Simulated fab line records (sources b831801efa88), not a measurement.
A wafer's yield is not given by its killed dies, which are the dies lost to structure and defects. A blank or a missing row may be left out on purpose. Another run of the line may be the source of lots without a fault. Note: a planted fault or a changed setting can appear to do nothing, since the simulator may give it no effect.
Check for tools in common ; flow sky130 ; 39 wafers sampled across 13 lots

== WHAT PROMPTED THE OPENING ==
Of 13 lots, 1 have the reading NWELL_2_TW flagged at SKY_NWELL_TW_MEAS_26. Fault-free wafers read 499, with a standard deviation of 3.1.
Rule: a lot gets a flag if all its wafers with a number sit over 4 standard deviations from that mean, or if no wafer of it has a number. The rest of the lots are taken to be sound.

lot;measured;on;NWELL_2_TW, wafer by wafer;flag
L168;day 5 09:57;film metro-01;495 494 497;
L169;day 5 11:59;film metro-04;504 505 505;
L171;day 6 00:04;film metro-01;495 494 495;
L172;day 6 08:19;film metro-02;30 30 30;FLAGGED
L180;day 8 05:22;film metro-02;496 497 497;
L181;day 9 01:29;film metro-01;495 495 495;
L182;day 9 01:43;film metro-02;495 495 499;
L183;day 9 08:29;film metro-04;500 502 500;
L184;day 9 11:28;film metro-04;499 502 505;
L186;day 9 20:34;film metro-01;494 494 496;
L189;day 10 14:22;film metro-02;499 500 500;
L190;day 11 00:43;film metro-02;497 495 498;
L191;day 11 03:41;film metro-04;500 499 499;
The numbers of the flagged lots are 30 on average: -469 against the usual, or -99 or more standard deviations.

== WHICH TOOL EACH LOT WENT THROUGH ==
3 process steps preceding the reading are held in the record, out of 708 steps in the route. Each cell gives the tool, then ch followed by the chambers the sampled wafers passed through, then the start.
lot;flag;SKY_PWDE_STRIP_09;SKY_NWELL_STRIP_14;SKY_NWELL_STRIP_25
L168;;plasma asher-03 ch 0,1, day 3 23:28;plasma asher-02 ch 0,1, day 4 16:10;plasma asher-04 ch 0,1, day 5 09:51
L169;;plasma asher-04 ch 0,1, day 4 00:26;plasma asher-02 ch 0,1, day 4 18:02;plasma asher-04 ch 0,1, day 5 11:53
L171;;plasma asher-04 ch 0,1, day 4 12:03;plasma asher-02 ch 0,1, day 5 06:21;plasma asher-02 ch 0,1, day 5 23:57
L172;FLAGGED;plasma asher-04 ch 0,1, day 4 20:38;plasma asher-02 ch 0,1, day 5 15:05;plasma asher-04 ch 0,1, day 6 08:14
L180;;plasma asher-04 ch 1, day 6 13:06;plasma asher-03 ch 0,1, day 7 09:08;plasma asher-02 ch 0, day 8 05:15
L181;;plasma asher-04 ch 0,1, day 7 08:07;plasma asher-03 ch 0,1, day 8 04:46;plasma asher-03 ch 0,1, day 9 01:23
L182;;plasma asher-04 ch 0,1, day 7 08:47;plasma asher-04 ch 0,1, day 8 05:02;plasma asher-02 ch 0,1, day 9 01:38
L183;;plasma asher-03 ch 0,1, day 7 14:12;plasma asher-04 ch 0, day 8 10:54;plasma asher-03 ch 0,1, day 9 08:23
L184;;plasma asher-03 ch 0,1, day 7 17:50;plasma asher-03 ch 0,1, day 8 14:11;plasma asher-04 ch 0,1, day 9 11:23
L186;;plasma asher-01 ch 0,1, day 8 01:26;plasma asher-03 ch 0,1, day 8 23:05;plasma asher-02 ch 0,1, day 9 20:28
L189;;plasma asher-04 ch 0,1, day 8 18:14;plasma asher-02 ch 0,1, day 9 15:47;plasma asher-02 ch 1, day 10 14:15
L190;;plasma asher-03 ch 0,1, day 9 03:37;plasma asher-04 ch 0,1, day 10 02:06;plasma asher-04 ch 0,1, day 11 00:37
L191;;plasma asher-01 ch 0,1, day 9 06:07;plasma asher-04 ch 0,1, day 10 04:48;plasma asher-02 ch 0,1, day 11 03:35
What the steps here do:
- SKY_PWDE_STRIP_09: strips in O2/N2.
- SKY_NWELL_STRIP_14: strips in O2/N2.
- SKY_NWELL_STRIP_25: strips in O2/N2.
- SKY_NWELL_TW_MEAS_26

== FLAGGED AGAINST TOTAL, ONE TOOL AT A TIME (gauges that did the reading follow at the end) ==
step;tool;lots run;flagged;share of the flagged lots;sound lots run after its first flagged lot
SKY_PWDE_STRIP_09;plasma asher-01;2;0;none;-
SKY_PWDE_STRIP_09;plasma asher-03;4;0;none;-
SKY_PWDE_STRIP_09;plasma asher-04;7;1;all;4 (L180,L181,L182,L189)
SKY_NWELL_STRIP_14;plasma asher-02;5;1;all;1 (L189)
SKY_NWELL_STRIP_14;plasma asher-03;4;0;none;-
SKY_NWELL_STRIP_14;plasma asher-04;4;0;none;-
SKY_NWELL_STRIP_25;plasma asher-02;6;0;none;-
SKY_NWELL_STRIP_25;plasma asher-03;2;0;none;-
SKY_NWELL_STRIP_25;plasma asher-04;5;1;all;2 (L184,L190)
SKY_NWELL_TW_MEAS_26;film metro-01;4;0;none;-
SKY_NWELL_TW_MEAS_26;film metro-02;5;1;all;4 (L180,L182,L189,L190)
SKY_NWELL_TW_MEAS_26;film metro-04;4;0;none;-

== WHAT THE TABLE ALLOWS ==
4 rows of the table ran every flagged lot: plasma asher-04 at SKY_PWDE_STRIP_09, plasma asher-02 at SKY_NWELL_STRIP_14, plasma asher-04 at SKY_NWELL_STRIP_25, film metro-02 at SKY_NWELL_TW_MEAS_26.
- plasma asher-04 at SKY_PWDE_STRIP_09: 1 of its 7 lots flagged. After the first flagged lot (L180, L181, L182, L189), sound lots still ran on it; a lasting fault on the whole tool would not permit that.
- plasma asher-02 at SKY_NWELL_STRIP_14: 1 of its 5 lots flagged. After the first flagged lot (L189), sound lots still ran on it; a lasting fault on the whole tool would not permit that. Its own readings lie more than 4 standard deviations out on every wafer of the flagged lots: oes product au.
- plasma asher-04 at SKY_NWELL_STRIP_25: 1 of its 5 lots flagged. After the first flagged lot (L184, L190), sound lots still ran on it; a lasting fault on the whole tool would not permit that. Its own readings lie more than 4 standard deviations out on every wafer of the flagged lots: strip time to endpoint s.
- film metro-02 at SKY_NWELL_TW_MEAS_26: 1 of its 5 lots flagged. After the first flagged lot (L180, L182, L189, L190), sound lots still ran on it; a lasting fault on the whole tool would not permit that.
Every row of the table either missed a flagged lot or ran a sound lot after the first.

== WHAT THE SIMULATOR HAD INSERTED ==
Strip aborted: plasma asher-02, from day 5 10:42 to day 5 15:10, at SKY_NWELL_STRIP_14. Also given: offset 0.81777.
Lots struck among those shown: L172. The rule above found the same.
